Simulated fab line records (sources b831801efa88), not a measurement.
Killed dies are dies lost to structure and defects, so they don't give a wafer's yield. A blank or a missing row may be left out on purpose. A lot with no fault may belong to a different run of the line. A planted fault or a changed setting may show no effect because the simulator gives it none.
fab line records	flow sfq-line
[record] lots = 6	wafers = 18	last-day = 94
route steps=325 shown L0V@17 M0@28 I0@43 M1@58 M8@325
lots that met no fault: from a run of the same line without faults
start-h: hours from the record's opening day to when the first of the lot's shown wafers began	wait-h: time in hours since the lot's previous step	" repeats the value in the row above	L1.1+2: several wafers, shown together as one row	- no value, or no start was given	* or withheld: withheld	< > ~ a bound
route shown NAME@n: names a module that has steps shown in the file, with the first one's number in the route	usual: mean/standard deviation taken from wafers without a fault	same: alike in all rows	chamber/n: place in a boat	sites: readings site by site	_std_site: how widely they spread, as a standard deviation	_edge_site: mean of outer sites minus mean of inner sites	radius-mm: for every site, how far away it sits from the centre of the wafer	mask NAME#n: copy n	behind: the last tool/chamber to shape the wafer	hold: why the lot went on hold/how many hours it stayed there/how the hold came to an end	device: which transistor (n, p or np) failed to switch	end of line: tests of these same wafers at the route's end	a step given without rows: its recipe and nothing more	killed: at the first sort, the dies lost to defects and structure; wafer yield is something else	map: dies across one wafer; x = killed, . = not, _ = none there
set.NAME: the setting that was run; set.NAME@STEP: the one run at that earlier step	model.NAME: the simulator's own value behind a step, which no gauge read
lots at some steps of the route; a table a step, a row a wafer
services: from which hour (start-h, from the record's first day; less than 0 if before it) a tool's chamber was out of use, for how many hours, and why
[[steps]]
[step SFQ_TRILAYER_L0_VIA_LITHO_COAT_018]
[recipe] resist = BARC	spin-rpm = 3000	resist-thk-nm = 62
[step SFQ_TRILAYER_L0_VIA_LITHO_COAT_013]
[recipe] resist = KrF	spin-rpm = 3000	resist-thk-nm = 650
[step SFQ_TRILAYER_L0_VIA_LITHO_SOFTBAKE_017]
[recipe] temp-c = withheld	time-s = withheld	resist = KrF
[step SFQ_TRILAYER_L0_VIA_LITHO_EXPOSE_014]
[recipe] mask-id = L0V	na = 0.6	source-shape = conventional	sigma-outer = 0.65	target-cd-nm = 700	dose-mj = 21.3
[step SFQ_TRILAYER_L0_VIA_LITHO_PEB_016]
[recipe] peb-temp-c = 115	peb-time-s = 60	resist = KrF
[step SFQ_TRILAYER_L0_VIA_LITHO_DEVELOP_015]
[recipe] time-s = 60	resist = KrF
[step SFQ_L0V_OVL_MEAS_903]
[usual] L0V_OVL = 2/5.1
lot.wafer	tool	chamber	start-h	wait-h	L0V_OVL[nm]
L691.1	overlay-01	-	98.92	0.1	-2
L691.3	"	-	"	"	8
L691.4	"	-	"	"	-1
L693.1	overlay-01	-	109.72	0.1	3
L693.5	"	-	"	"	7
L693.6	"	-	"	"	9
L701.1	overlay-02	-	160.22	0.1	3
L701.2	"	-	"	"	-2
L701.5	"	-	"	"	5
L703.3	overlay-02	-	171.03	0.1	5
L703.4	"	-	"	"	9
L703.6	"	-	"	"	6
L712.3	overlay-02	-	241.93	0.1	-8
L712.5	"	-	"	"	5
L712.6	"	-	"	"	2
L714.2	overlay-02	-	251.52	0.1	-5
L714.3	"	-	"	"	2
L714.6	"	-	"	"	-6
[step SFQ_TRILAYER_L0_VIA_BARC_OPEN_VIA_ETCH_021]
[recipe] mask-material = PR	chemistry = O2	target-depth-nm = 125	target = BARC	source-w = 500	bias-w = 80	pressure-mtorr = 30	time-s = 41.7
[step SFQ_TRILAYER_L0_VIA_ETCH_VIA_ETCH_016]
[recipe] target = SiO2	stop-on = MoNx_KI	mask-material = PR	chemistry = CHF3	target-depth-nm = 80	source-w = 500	bias-w = 80	pressure-mtorr = 30	time-s = withheld
[usual] drypump-motor-current-A = 5.6/0.35	oes-product-au = 0.843/0.0073
lot.wafer	tool	chamber	start-h	wait-h	drypump-motor-current-A	oes-product-au
L691.1	rie-diel-04	0	98.99	0.0	5.0	0.836
L691.3	"	1	"	"	5.2	0.838
L691.4	"	2	"	"	6.0	0.844
L693.1	rie-diel-03	3	109.79	0.0	5.1	0.837
L693.5	"	0	"	"	5.9	0.846
L693.6	"	3	"	"	5.1	0.846
L701.1	rie-diel-01	0	160.29	0.0	5.2	0.827
L701.2	"	2	"	"	5.6	0.838
L701.5	"	0	"	"	5.2	0.848
L703.3	rie-diel-01	0	171.09	0.0	5.2	0.841
L703.4	"	1	"	"	6.1	0.839
L703.6	"	2	"	"	5.6	0.850
L712.3	rie-diel-04	2	241.99	0.0	6.0	0.842
L712.5	"	1	"	"	5.2	0.851
L712.6	"	0	"	"	5.0	0.853
L714.2	rie-diel-04	2	251.59	0.0	6.0	0.849
L714.3	"	1	"	"	5.2	0.825
L714.6	"	3	"	"	5.6	0.850
[step SFQ_TRILAYER_L0_VIA_STRIP_STRIP_017]
[recipe] gas = O2	power-w = 200	platen-temp-c = 40	overash-fraction = 0.65	chemistry = O2	pressure-mtorr = 50
[step SFQ_TRILAYER_L0_VIA_STRIP_SOLV_CLEAN_018]
[recipe] chemistry = NMP	temp-c = 70	time-s = 600
[step SFQ_TRILAYER_M0_DEP_PRE_CLEAN_020]
[recipe] gas = Ar	time-s = 15	bias-v = 250
[step SFQ_TRILAYER_M0_DEP_SPUTTER_019]
[recipe] material = Nb	base-pressure-pa = 1.33e-06	chamber-pressure-pa = 0.1333	substrate-temp-c = 20	resputter-cathode-voltage-v = 400	target-thk-nm = 200	power-w = 2000	time-s = 133.3
[usual] throttle-valve-pct = 29.4/0.79
lot.wafer	tool	chamber	start-h	wait-h	throttle-valve-pct	model.Nb_of_TRILAYER_M0_DEP_SPUTTER_019.thk-nm
L691.1	pvd-sputter-03	-	99.84	0.0	30.3	202.3
L691.3	"	-	"	"	30.0	200.4
L691.4	"	-	"	"	29.3	201.8
L693.1	pvd-sputter-06	-	110.66	0.0	29.6	197.7
L693.5	"	-	"	"	29.3	199.4
L693.6	"	-	"	"	28.9	198
L701.1	pvd-sputter-06	-	161.14	0.0	29.1	224.1
L701.2	"	-	"	"	28.7	224
L701.5	"	-	"	"	29.3	225
L703.3	pvd-sputter-06	-	171.94	0.0	29.4	223.6
L703.4	"	-	"	"	29.6	220.2
L703.6	"	-	"	"	29.0	224.3
L712.3	pvd-sputter-06	-	242.84	0.0	29.4	200.4
L712.5	"	-	"	"	29.4	200.4
L712.6	"	-	"	"	28.9	200.1
L714.2	pvd-sputter-03	-	252.44	0.0	29.1	198.4
L714.3	"	-	"	"	30.1	199.2
L714.6	"	-	"	"	29.0	197.9
[step SFQ_M0_RS_MEAS_904]
[recipe] thk-meas-gauge = four-point-probe	reads = Nb_of_TRILAYER_M0_DEP_SPUTTER_019
[usual] M0_NB_RS = 0.891/0.011
lot.wafer	tool	chamber	start-h	wait-h	M0_NB_RS[ohm/sq]
L691.1	film-metro-03	-	99.93	0.0	0.881
L691.3	"	-	"	"	0.889
L691.4	"	-	"	"	0.882
L693.1	film-metro-02	-	110.75	0.0	0.902
L693.5	"	-	"	"	0.893
L693.6	"	-	"	"	0.898
L701.1	film-metro-04	-	161.23	0.0	0.793
L701.2	"	-	"	"	0.794
L701.5	"	-	"	"	0.789
L703.3	film-metro-04	-	172.07	0.1	0.795
L703.4	"	-	"	"	0.808
L703.6	"	-	"	"	0.794
L712.3	film-metro-04	-	242.97	0.1	0.888
L712.5	"	-	"	"	0.888
L712.6	"	-	"	"	0.889
L714.2	film-metro-02	-	252.55	0.1	0.895
L714.3	"	-	"	"	0.894
L714.6	"	-	"	"	0.901
[step SFQ_TRILAYER_M0_LITHO_COAT_026]
[recipe] resist = BARC	spin-rpm = 3000	resist-thk-nm = 62
[step SFQ_TRILAYER_M0_LITHO_COAT_021]
[recipe] resist = KrF	spin-rpm = 3000	resist-thk-nm = 600
[step SFQ_TRILAYER_M0_LITHO_SOFTBAKE_025]
[recipe] temp-c = withheld	time-s = withheld	resist = KrF
[step SFQ_TRILAYER_M0_LITHO_EXPOSE_022]
[recipe] mask-id = M0	na = 0.6	source-shape = conventional	sigma-outer = 0.65	target-cd-nm = 500	dose-mj = 14.4
[step SFQ_TRILAYER_M0_LITHO_PEB_024]
[recipe] peb-temp-c = 115	peb-time-s = 60	resist = KrF
[step SFQ_TRILAYER_M0_LITHO_DEVELOP_023]
[recipe] time-s = 60	resist = KrF
[step SFQ_M0_OVL_MEAS_906]
[usual] M0_OVL = -3/5.3
lot.wafer	tool	chamber	start-h	wait-h	M0_OVL[nm]
L691.1	overlay-01	-	136.22	0.1	-2
L691.3	"	-	"	"	1
L691.4	"	-	"	"	-3
L693.1	overlay-01	-	147.02	0.1	-2
L693.5	"	-	"	"	-5
L693.6	"	-	"	"	-3
L701.1	overlay-01	-	211.17	0.1	-4
L701.2	"	-	"	"	-2
L701.5	"	-	"	"	-5
L703.3	overlay-01	-	221.98	0.1	0
L703.4	"	-	"	"	-8
L703.6	"	-	"	"	-6
L712.3	overlay-02	-	287.53	0.1	-11
L712.5	"	-	"	"	-10
L712.6	"	-	"	"	-4
L714.2	overlay-01	-	298.37	0.1	-6
L714.3	"	-	"	"	-15
L714.6	"	-	"	"	-5
[step SFQ_TRILAYER_M0_BARC_OPEN_METAL_ETCH_031]
[recipe] mask-material = PR	chemistry = O2	target-depth-nm = 125	target = BARC	icp-w = 600	bias-w = 80	pressure-mtorr = 10	time-s = 41.7
[step SFQ_TRILAYER_M0_ETCH_METAL_ETCH_024]
[recipe] target = Nb	stop-on = SiO2	mask-material = PR	chemistry = Cl2/Ar	target-depth-nm = 240	icp-w = 600	bias-w = 80	pressure-mtorr = 10	time-s = 120
[usual] drypump-motor-current-A = 5.6/0.61	he-backside-leak-sccm = 3.7/0.36	oes-product-au = 0.893/0.0075
lot.wafer	tool	chamber	start-h	wait-h	drypump-motor-current-A	he-backside-leak-sccm	oes-product-au	rf-hours-counter-h
L691.1	rie-metal-03	1	136.31	0.0	5.7	3.4	0.903	14
L691.3	"	0	"	"	5.9	4.0	0.894	-
L691.4	"	1	"	"	5.7	3.4	0.898	-
L693.1	rie-metal-02	1	147.11	0.0	5.2	3.5	0.880	41
L693.5	"	0	"	"	4.6	3.7	0.895	-
L693.6	"	1	"	"	5.2	3.6	0.892	-
L701.1	rie-metal-02	0	211.26	0.0	4.6	3.5	0.966	84
L701.2	"	1	"	"	5.3	3.6	0.959	52
L701.5	"	1	"	"	5.2	3.6	0.958	-
L703.3	rie-metal-02	0	222.11	0.1	4.6	3.7	0.954	-
L703.4	"	1	"	"	5.3	3.6	0.946	-
L703.6	"	1	"	"	5.3	3.5	0.963	-
L712.3	rie-metal-04	1	287.66	0.1	6.6	3.6	0.899	-
L712.5	"	0	"	"	5.6	3.4	0.899	-
L712.6	"	1	"	"	6.6	4.1	0.893	-
L714.2	rie-metal-02	1	298.46	0.0	5.3	3.6	0.900	70
L714.3	"	0	"	"	4.6	3.9	0.894	-
L714.6	"	1	"	"	5.2	3.7	0.893	-
[step SFQ_TRILAYER_M0_STRIP_STRIP_025]
[recipe] gas = O2	power-w = 200	platen-temp-c = 40	overash-fraction = 0.65	chemistry = O2	pressure-mtorr = 50
[step SFQ_TRILAYER_M0_STRIP_SOLV_CLEAN_026]
[recipe] chemistry = NMP	temp-c = 70	time-s = 600
[step SFQ_TRILAYER_I0_DEP_PECVD_027]
[recipe] material = SiO2	temp-c = 150	time-s = 111.11	pressure-torr = 2.4	rf-w = 183.3	precursor = SiH4/N2O	target-thk-nm = 500
[usual] heater-power-outer-w = 30/12	heater-power-w = 85/18	throttle-valve-pct = 25.2/1
lot.wafer	tool	chamber	start-h	wait-h	heater-power-outer-w	heater-power-w	throttle-valve-pct
L691.1	pecvd-03	2	137.21	0.0	24	83	25.2
L691.3	"	1	"	"	35	91	25.4
L691.4	"	0	"	"	54	121	24.7
L693.1	pecvd-01	1	148.01	0.0	23	67	24.7
L693.5	"	0	"	"	29	84	25.0
L693.6	"	2	"	"	21	67	24.9
L701.1	pecvd-01	2	212.16	0.0	21	68	24.9
L701.2	"	0	"	"	35	88	25.1
L701.5	"	1	"	"	29	72	24.5
L703.3	pecvd-01	1	222.96	0.0	27	71	24.6
L703.4	"	0	"	"	28	82	24.9
L703.6	"	2	"	"	19	66	25.0
L712.3	pecvd-03	1	288.51	0.0	39	95	26.2
L712.5	"	1	"	"	40	96	25.9
L712.6	"	2	"	"	36	97	25.7
L714.2	pecvd-03	1	299.38	0.0	36	92	26.1
L714.3	"	2	"	"	26	84	25.3
L714.6	"	1	"	"	39	93	26.1
[step SFQ_TRILAYER_I0_CMP_CMP_028]
[recipe] material = SiO2	down-force-psi = 3	platen-rpm = 60	pad-velocity-m-s = 0.94248
[step SFQ_I0_BOW_MEAS_907]
[recipe] mode = bow
[usual] I0_BOW = 0/6.9
lot.wafer	tool	chamber	start-h	wait-h	I0_BOW[um]
L691.1	film-metro-01	-	141.68	1.0	0
L691.3	"	-	"	"	-4
L691.4	"	-	"	"	-7
L693.1	film-metro-02	-	153.24	2.5	9
L693.5	"	-	"	"	-10
L693.6	"	-	"	"	-1
L701.1	film-metro-02	-	215.72	2.0	5
L701.2	"	-	"	"	7
L701.5	"	-	"	"	-12
L703.3	film-metro-02	-	227.76	1.5	-7
L703.4	"	-	"	"	-11
L703.6	"	-	"	"	7
L712.3	film-metro-01	-	297.22	1.0	-3
L712.5	"	-	"	"	5
L712.6	"	-	"	"	-8
L714.2	film-metro-01	-	308.42	1.5	15
L714.3	"	-	"	"	7
L714.6	"	-	"	"	-5
[step SFQ_TRILAYER_I0_METRO_MEASURE_029]
[usual] thk-nm = 200.0/1
lot.wafer	tool	chamber	start-h	wait-h	thk-nm
L691.1	film-metro-01	-	141.80	0.1	198.8
L691.3	"	-	"	"	198.2
L691.4	"	-	"	"	200.7
L693.1	film-metro-02	-	153.36	0.1	200.7
L693.5	"	-	"	"	199.9
L693.6	"	-	"	"	200.7
L701.1	film-metro-02	-	215.84	0.1	201.7
L701.2	"	-	"	"	200.4
L701.5	"	-	"	"	200.6
L703.3	film-metro-02	-	228.24	0.5	199.9
L703.4	"	-	"	"	200.5
L703.6	"	-	"	"	200.1
L712.3	film-metro-01	-	297.70	0.5	198.9
L712.5	"	-	"	"	200.0
L712.6	"	-	"	"	199.3
L714.2	film-metro-01	-	308.72	0.3	198.8
L714.3	"	-	"	"	199.3
L714.6	"	-	"	"	200.5
[step SFQ_TRILAYER_I0_VIA_LITHO_COAT_036]
[recipe] resist = BARC	spin-rpm = 3000	resist-thk-nm = 62
[step SFQ_TRILAYER_I0_VIA_LITHO_COAT_031]
[recipe] resist = KrF	spin-rpm = 3000	resist-thk-nm = 650
[step SFQ_TRILAYER_I0_VIA_LITHO_SOFTBAKE_035]
[recipe] temp-c = withheld	time-s = withheld	resist = KrF
[step SFQ_TRILAYER_I0_VIA_LITHO_EXPOSE_032]
[recipe] mask-id = I0	na = 0.6	source-shape = conventional	sigma-outer = 0.65	target-cd-nm = 500	dose-mj = 21.3
[step SFQ_TRILAYER_I0_VIA_LITHO_PEB_034]
[recipe] peb-temp-c = 115	peb-time-s = 60	resist = KrF
[step SFQ_TRILAYER_I0_VIA_LITHO_DEVELOP_033]
[recipe] time-s = 60	resist = KrF
[step SFQ_I0_OVL_MEAS_908]
[usual] I0_OVL = 1/6.2
lot.wafer	tool	chamber	start-h	wait-h	I0_OVL[nm]
L691.1	overlay-02	-	179.42	0.1	1
L691.3	"	-	"	"	4
L691.4	"	-	"	"	4
L693.1	overlay-01	-	192.62	0.1	-3
L693.5	"	-	"	"	-5
L693.6	"	-	"	"	2
L701.1	overlay-01	-	263.52	0.1	-1
L701.2	"	-	"	"	-9
L701.5	"	-	"	"	-9
L703.3	overlay-02	-	277.93	0.1	0
L703.4	"	-	"	"	3
L703.6	"	-	"	"	1
L712.3	overlay-01	-	346.64	0.1	7
L712.5	"	-	"	"	-1
L712.6	"	-	"	"	5
L714.2	overlay-01	-	363.00	0.1	-6
L714.3	"	-	"	"	-2
L714.6	"	-	"	"	-6
[step SFQ_TRILAYER_I0_VIA_BARC_OPEN_VIA_ETCH_046]
[recipe] mask-material = PR	chemistry = O2	target-depth-nm = 125	target = BARC	source-w = 500	bias-w = 80	pressure-mtorr = 30	time-s = 41.7
[usual] drypump-motor-current-A = 5.7/0.36	oes-product-au = 0.685/0.0044
lot.wafer	tool	chamber	start-h	wait-h	drypump-motor-current-A	oes-product-au	rf-hours-counter-h
L691.1	rie-diel-02	2	179.45	0.0	6.3	0.688	51
L691.3	"	0	"	"	5.6	0.689	7
L691.4	"	3	"	"	5.2	0.687	48
L693.1	rie-diel-01	2	192.65	0.0	5.6	0.678	113
L693.5	"	2	"	"	5.6	0.687	-
L693.6	"	3	"	"	5.8	0.687	-
L701.1	rie-diel-02	3	263.55	0.0	5.2	0.688	50
L701.2	"	2	"	"	6.3	0.680	52
L701.5	"	0	"	"	5.6	0.689	-
L703.3	rie-diel-03	1	277.95	0.0	5.8	0.690	76
L703.4	"	2	"	"	5.6	0.680	5
L703.6	"	1	"	"	5.8	0.688	-
L712.3	rie-diel-01	0	346.66	0.0	5.2	0.687	3
L712.5	"	3	"	"	5.9	0.685	-
L712.6	"	0	"	"	5.2	0.684	-
L714.2	rie-diel-02	3	363.03	0.0	5.2	0.681	51
L714.3	"	0	"	"	5.7	0.685	10
L714.6	"	0	"	"	5.7	0.682	-
[step SFQ_TRILAYER_I0_VIA_ETCH_VIA_ETCH_034]
[recipe] target = SiO2	stop-on = Nb	mask-material = PR	taper-deg = 20	chemistry = CHF3	target-depth-nm = 260	source-w = 500	bias-w = 80	pressure-mtorr = 30	time-s = withheld
[step SFQ_TRILAYER_I0_VIA_STRIP_STRIP_035]
[recipe] gas = O2	power-w = 200	platen-temp-c = 40	overash-fraction = 0.65	chemistry = O2	pressure-mtorr = 50
[usual] drypump-motor-current-A = 5.8/0.61	he-backside-leak-sccm = 3.7/0.43	oes-product-au = 0.997/0.0076
lot.wafer	tool	chamber	start-h	wait-h	drypump-motor-current-A	he-backside-leak-sccm	oes-product-au	rf-hours-counter-h
L691.1	rie-metal-03	0	179.61	-	5.9	3.9	0.998	182
L691.3	"	1	"	"	5.7	3.5	0.999	-
L691.4	"	0	"	"	5.9	3.8	0.997	-
L693.1	rie-metal-02	0	192.81	-	4.6	3.8	0.999	82
L693.5	"	0	"	"	4.7	3.8	1.010	-
L693.6	"	1	"	"	5.2	3.7	0.990	-
L701.1	rie-metal-03	1	263.71	-	5.7	3.3	0.990	38
L701.2	"	0	"	"	5.9	3.6	0.989	0
L701.5	"	0	"	"	5.9	3.7	0.987	-
L703.3	rie-metal-01	1	278.31	-	6.2	3.8	1.003	-
L703.4	"	0	"	"	6.5	3.5	0.993	-
L703.6	"	0	"	"	6.5	3.6	0.994	-
L712.3	rie-metal-01	1	347.01	-	6.2	3.8	1.002	-
L712.5	"	1	"	"	6.2	3.7	1.006	-
L712.6	"	0	"	"	6.5	3.4	0.993	-
L714.2	rie-metal-02	0	363.19	-	4.6	3.6	1.006	113
L714.3	"	1	"	"	5.3	3.7	0.996	-
L714.6	"	0	"	"	4.6	3.7	1.014	-
[step SFQ_TRILAYER_I0_VIA_STRIP_SOLV_CLEAN_036]
[recipe] chemistry = NMP	temp-c = 70	time-s = 600
[step SFQ_TRILAYER_M1_DEP_PRE_CLEAN_038]
[recipe] gas = Ar	time-s = 22.5	bias-v = 250
[step SFQ_M8_BOW_MEAS_951]
[recipe] mode = bow
[usual] M8_BOW = 6/12
lot.wafer	tool	chamber	start-h	wait-h	M8_BOW[um]	model.etest.m0.ohm-um	model.etest.i0.link-ohm	model.etest.m0.ohm-sq
L691.1	film-metro-02	-	1958.70	0.0	27	1.767	1.96	0.8803
L691.3	"	-	"	"	23	1.775	1.976	0.8888
L691.4	"	-	"	"	21	1.774	1.96	0.8827
L693.1	film-metro-04	-	1969.50	0.0	16	1.806	1.991	0.9012
L693.5	"	-	"	"	-2	1.791	1.98	0.8934
L693.6	"	-	"	"	6	1.795	1.982	0.8998
L701.1	film-metro-02	-	2113.89	0.0	11	1.592	1.875	0.7949
L701.2	"	-	"	"	14	1.594	1.884	0.7953
L701.5	"	-	"	"	-4	1.581	1.888	0.7916
L703.3	film-metro-04	-	2128.31	0.0	-18	1.596	1.872	0.7968
L703.4	"	-	"	"	-25	1.613	1.883	0.8089
L703.6	"	-	"	"	-6	1.587	1.86	0.794
L712.3	film-metro-01	-	2233.91	0.0	2	1.772	1.963	0.8887
L712.5	"	-	"	"	9	1.775	1.966	0.889
L712.6	"	-	"	"	-4	1.781	1.967	0.8903
L714.2	film-metro-02	-	2258.40	0.0	38	1.789	1.951	0.898
L714.3	"	-	"	"	30	1.781	1.973	0.8942
L714.6	"	-	"	"	18	1.791	1.979	0.9
[[services]]
tool	chamber	start-h	hours	kind
film-metro-01	-	81.27	5.3	pm
film-metro-01	-	93.31	0.6	pm
rie-diel-02	1	100.48	8.9	repair
rie-metal-03	-	102.54	0.8	repair
rie-metal-02	1	114.82	10.3	repair
rie-diel-01	0	121.76	1.4	repair
rie-diel-01	-	122.69	15.6	pm
pecvd-03	-	130.81	6.0	pm
rie-diel-04	2	156.76	6.0	repair
pecvd-03	-	173.47	2.8	pm
rie-diel-04	-	180.08	0.7	repair
rie-diel-01	-	185.95	1.1	repair
rie-diel-04	1	194.51	2.6	repair
rie-diel-02	0	200.11	16.2	repair
rie-diel-01	-	229.71	14.6	pm
film-metro-02	-	233.35	0.6	pm
pecvd-03	0	235.97	5.7	repair
film-metro-02	-	248.20	0.4	pm
film-metro-01	-	260.67	3.0	pm
rie-metal-03	0	265.87	2.5	repair
rie-diel-02	3	267.10	4.9	repair
rie-diel-01	2	268.36	10.2	repair
film-metro-02	-	273.11	0.5	pm
rie-diel-01	-	330.05	2.0	repair
[[key]]
[first-sign] step = SFQ_M0_RS_MEAS_904	reading = M0_NB_RS	direction = down	sigmas = 8.7	usual = 0.891	struck = 0.796
[effect] step = SFQ_TRILAYER_M0_ETCH_METAL_ETCH_024	reading = oes-product-au	direction = up	sigmas = 8.6	usual = 0.893	struck = 0.958
[model-effect] step = SFQ_TRILAYER_M0_DEP_SPUTTER_019	value = Nb_of_TRILAYER_M0_DEP_SPUTTER_019.thk-nm	without = 196.7	struck = 223.5
[model-effect] step = SFQ_M8_BOW_MEAS_951	value = etest.m0.ohm-um	without = 1.811	struck = 1.594
met-at SFQ_TRILAYER_M0_DEP_SPUTTER_019
struck-wafers L701.1,L701.2,L701.5,L703.3,L703.4,L703.6
onset-between 110.66 161.14
also-fits SFQ_TRILAYER_L0_VIA_ETCH_VIA_ETCH_016:rie-diel-01
[fault] kind = process-parameter-drift	tool = pvd-sputter-06	chamber = -	onset-h = 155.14	steps = SFQ_TRILAYER_M0_DEP_SPUTTER_019	channel = time-s	offset = *	shape = step	end-h = 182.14	acts-in = *	stated = *
